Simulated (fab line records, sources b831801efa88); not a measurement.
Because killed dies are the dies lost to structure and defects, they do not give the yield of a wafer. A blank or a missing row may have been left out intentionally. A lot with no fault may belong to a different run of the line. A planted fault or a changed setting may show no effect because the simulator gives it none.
A single fault, viewed from 2 desks + flow sky130 + only its own numbers are on each desk; what lay behind them is given at the end

== FROM THE METROLOGY DESK ==
Means of the sampled wafers that have a number, per lot and without regard to the tool the lot ran on: this is what the gauges read. Marked OUT: a lot whose mean sits more than 4 standard deviations from the usual mean, which makes it out of limits; the brackets give that distance. Readings shown: 7 of its 9, picked as those furthest out on some lot.
Columns: A = NWELL_RS at SKY_NWELL_RS_MEAS_29, usual 624.5 ohm/sq; B = PWDE_RS at SKY_NWELL_RS_MEAS_31, usual 5278 ohm/sq; C = cd-nm at SKY_VT_ADJUST_HVTP_CD_MEAS_07, usual 379.4 nm; D = VT_ADJUST_HVTP_OVL at SKY_VT_ADJUST_HVTP_OVL_MEAS_08, usual 0.7 nm; E = VT_ADJUST_HVTP_TW at SKY_VT_ADJUST_HVTP_TW_MEAS_11, usual 1358; F = VT_ADJUST_LVTN_01_OVL at SKY_VT_ADJUST_LVTN_OVL_MEAS_18, usual -0.9 nm; G = VT_ADJUST_LVTN_2_TW at SKY_VT_ADJUST_LVTN_TW_MEAS_21, usual 188.5
| lot  | first seen here | A     | B    | C     | D    | E    | F    | G     |
|------|-----------------|-------|------|-------|------|------|------|-------|
| L892 | day 5 14:52     | 623.0 | 5270 | 382.0 | -0.8 | 1357 | -0.8 | 188.8 |
| L902 | day 8 05:03     | 623.1 | 5278 | 383.5 | -1.5 | 1350 | -0.4 | 189.0 |
| L903 | day 8 10:01     | 624.9 | 5269 | 378.2 | -1.2 | 1344 | 0.0  | 189.1 |
| L906 | day 9 01:07     | 623.8 | 5309 | 377.6 | -1.0 | 1366 | -1.5 | 188.5 |
| L911 | day 10 15:43    | 625.7 | 5291 | 382.2 | -0.7 | 1365 | -1.4 | 187.6 |
| L912 | day 10 18:55    | 623.2 | 5301 | 375.4 | 0.6  | 1362 | 1.4  | 187.3 |
Finding of this desk: none of the 6 lots has anything out of limits.

== TOOL OWNER'S DESK, implanter-03 ==
SKY_VT_ADJUST_HVTP_IMPLANT_09, tool's own readings: per-lot mean of the sampled wafers with a number, covering each lot this tool ran. Marked OUT: a lot whose mean sits more than 4 standard deviations from the usual mean, which makes it out of limits; the brackets give that distance.
Columns: A = beam-on-s at SKY_VT_ADJUST_HVTP_IMPLANT_09, usual 10.00 s; B = dose-ions-cm2 at SKY_VT_ADJUST_HVTP_IMPLANT_09, usual 4.3e+12
| lot  | first seen here | A     | B       |
|------|-----------------|-------|---------|
| L892 | day 6 09:59     | 10.06 | 4.3e+12 |
| L902 | day 9 02:28     | 9.91  | 4.3e+12 |
| L903 | day 9 08:41     | 10.10 | 4.3e+12 |
Finding of this desk: none of the 3 lots has anything out of limits.

== PUT TOGETHER ==
From the metrology desk's view, nothing was out of limits.
The tool owner's desk saw nothing out of limits.

== WHAT THE SIMULATOR HAD INSERTED ==
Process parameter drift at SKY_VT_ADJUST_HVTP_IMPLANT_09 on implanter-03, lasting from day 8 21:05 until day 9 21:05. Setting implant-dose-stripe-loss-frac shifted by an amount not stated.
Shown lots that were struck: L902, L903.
